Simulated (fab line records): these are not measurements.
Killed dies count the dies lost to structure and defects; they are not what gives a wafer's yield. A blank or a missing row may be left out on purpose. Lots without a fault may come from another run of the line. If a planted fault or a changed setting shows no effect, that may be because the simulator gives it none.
A struck lot beside a sound one :: flow gf180mcu :: 21 steps out of a route of 602
Sound: wafers L695.1, L695.2, L695.3. The struck wafers were L708.3, L708.4, L708.5. At the end, the cause is stated.
At each step with rows: each side's tool, then ch and its chambers, then its first start. Under that, the readings that differ: sound wafers :: struck wafers :: difference of the means :: sigmas: that difference in standard deviations of wafers without a fault.
alike: a reading whose means differ by less than 2 such deviations, as well as words and numbers matching on both sides. not compared: withheld readings; readings where some wafer has no value; bounds like >300 that might hide an equal value; numbers whose values overlap and for which the record gives no deviation.
Wherever a step has rows on one side only, a row that says differs or no value, or a row with sigmas, the two part there. Numbers that have no deviation but don't overlap get no sigmas and don't part them. Lack of a reading on every wafer of one side parts them only where that side has two or more wafers.

first, 2 steps without rows for these wafers: GF_NSD_PEB_05; GF_NSD_DEVELOP_06 (develop time 60 s).
GF_NSD_CD_MEAS_07 targets a cd of 400 nm.
  sound: cdSem-02 at day 13 08:51; struck: cdSem-01 at day 18 04:26
  alike: cdNm
GF_NSD_OVL_MEAS_08:
  sound: overlay-02 at day 13 08:58; struck: overlay-01 at day 18 04:32
  alike: NSD_OVL
then, 2 steps without rows for these wafers: GF_NSD_IMPLANT_09; GF_NSD_IMPLANT_10.
GF_NSD_STRIP_11: strips in O2/N2.
  sound on plasmaAsher-02 ch 0,1, day 13 09:19; struck on plasmaAsher-04 ch 0,1, day 18 04:53
  alike: drypumpMotorCurrentA, heaterPowerW, oesProductAu, stripTimeToEndpointS
  not compared: rfHoursCounterH
GF_NSD_TW_MEAS_12:
  sound: filmMetro-03 at day 13 09:25; struck: filmMetro-01 at day 18 04:59
  alike: NSD_TW
then, 4 steps without rows for these wafers: GF_PSD_DEHYDRATE_00 (time 60 s); GF_PSD_HMDS_01 (prime time 60 s); GF_PSD_COAT_02 (resist thk 1000 nm); GF_PSD_SOFTBAKE_03 (time 60 s).
GF_PSD_EXPOSE_04: exposes mask Pplus, target cd 400 nm.
  sound on ilineStepper-01 ch 0, day 13 19:26; struck on ilineStepper-02 ch 0, day 18 17:13
reading: mask
sound: Pplus#0 Pplus#0 Pplus#0
struck: Nplus#0 Nplus#0 Nplus#0
difference: differs
sigmas: 
then, 2 steps without rows for these wafers: GF_PSD_PEB_05; GF_PSD_DEVELOP_06 (develop time 60 s).
GF_PSD_CD_MEAS_07 targets a cd of 400 nm.
  sound: cdSem-02 at day 14 05:52; struck: cdSem-01 at day 19 05:02
reading: cdNm (nm)
sound: 399.2 399.0 400.4
struck: - - -
difference: no value on the struck wafers
sigmas: 
GF_PSD_OVL_MEAS_08:
  sound: overlay-02 at day 14 05:59; struck: overlay-01 at day 19 05:07
reading: PSD_OVL (nm)
sound: 0.1 1.1 0.9
struck: - - -
difference: no value on the struck wafers
sigmas: 
next, for these wafers, 1 step has no rows: GF_PSD_IMPLANT_09.
GF_PSD_STRIP_10: strips in O2/N2.
  sound on plasmaAsher-02 ch 0,1, day 14 06:10; struck on plasmaAsher-04 ch 0,1, day 19 05:19
reading: stripTimeToEndpointS (s)
sound: 16.66 16.62 16.64
struck: 16.51 16.52 16.51
difference: -0.13
sigmas: -3
  alike: drypumpMotorCurrentA, heaterPowerW, oesProductAu
  not compared: rfHoursCounterH
GF_PSD_TW_MEAS_11:
  sound: filmMetro-03 at day 14 06:16; struck: filmMetro-04 at day 19 05:38
reading: PSD_TW
sound: 3201 3198 3188
struck: 30 30 29
difference: -3166
sigmas: -99 or more
  not compared: hold
GF_PASSIVATION_PROBE_99:
  the record holds rows for the sound wafers here (prober-02, day 29 02:25) but none for the struck ones

== WHERE THEY PART ==
At GF_PSD_EXPOSE_04 first; at GF_PASSIVATION_PROBE_99 last (within this record only).

WHY: whatever the simulator had introduced
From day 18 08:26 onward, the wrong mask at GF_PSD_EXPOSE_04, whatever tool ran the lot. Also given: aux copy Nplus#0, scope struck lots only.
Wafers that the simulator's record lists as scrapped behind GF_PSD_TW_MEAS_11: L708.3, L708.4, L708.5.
